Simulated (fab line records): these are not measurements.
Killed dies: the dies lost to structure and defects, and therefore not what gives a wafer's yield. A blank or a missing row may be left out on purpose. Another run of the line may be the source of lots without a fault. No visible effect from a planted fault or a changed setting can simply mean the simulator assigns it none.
Comparing a struck lot with a sound one / flow gf180mcu / 11 out of 602 route steps
Sound: wafers L819.2, L819.3, L819.5. Wafers L814.3, L814.4, L814.5 were the ones struck. The cause is given at the end.
For every step that has rows: the tool of each side, followed by ch and its chambers, followed by its first start. Under that, the readings that differ: sound wafers / struck wafers / difference of the means / sigmas: that difference in standard deviations of wafers without a fault.
alike: a reading whose means differ by less than 2 such deviations, as well as words and numbers matching on both sides. not compared: withheld readings; readings where some wafer has no value; bounds like >300 that might hide an equal value; numbers whose values overlap and for which the record gives no deviation.
Wherever a step has rows on one side only, a row that says differs or no value, or a row with sigmas, the two part there. When numbers do not overlap yet have no deviation, they are printed without sigmas and do not part them. A reading missing from all wafers of one side parts the sides only when that side holds two or more wafers.

GF_STI_BOW_MEAS_00:
  sound on filmMetro-03 at day 5 19:01; struck on filmMetro-01 at day 4 18:02
  alike: INCOMING_BOW
then, 1 step without rows for these wafers: GF_STI_OXIDATION_01 (stabilise 600 s, purge 300 s, target thk 10 nm).
GF_STI_THK_MEAS_02:
  sound on filmMetro-02 at day 5 21:23; struck on filmMetro-03 at day 4 19:32
  alike: STI_OXIDATION_THK
then, 1 step without rows for these wafers: GF_STI_CVD_03 (deposits Si3N4 from DCS/NH3, target thk 207.16 nm, time 3551 s).
GF_STI_THK_MEAS_04:
  sound on filmMetro-01 at day 5 23:26; struck on filmMetro-03 at day 4 21:35
reading=STI_CVD_03_THK (nm); sound=201.9 203.8 202.7; struck=206.7 207.8 207.6; difference=+4.6; sigmas=+2
then, 4 steps without rows for these wafers: GF_STI_DEHYDRATE_05 (time 60 s); GF_STI_HMDS_06 (prime time 60 s); GF_STI_COAT_07 (resist thk 700 nm); GF_STI_SOFTBAKE_08 (time 60 s).
GF_STI_EXPOSE_09: exposes mask COMP, target cd 220 nm.
  sound on krfScanner-02 ch 0, day 6 06:47; struck on krfScanner-02, day 5 05:07
  no value came back on the struck wafers for exposureDoseMJCm2, focusOffsetNm (nm); on the sound wafers exposureDoseMJCm2 reads 27.977 27.950 27.972
  alike: mask
then, 1 step without rows for these wafers: GF_STI_PEB_10 (peb time 90 s).

WHERE THEY PART
Earliest at GF_STI_THK_MEAS_04; latest, in this record, at GF_STI_EXPOSE_09.

WHY: what had been put in by the simulator
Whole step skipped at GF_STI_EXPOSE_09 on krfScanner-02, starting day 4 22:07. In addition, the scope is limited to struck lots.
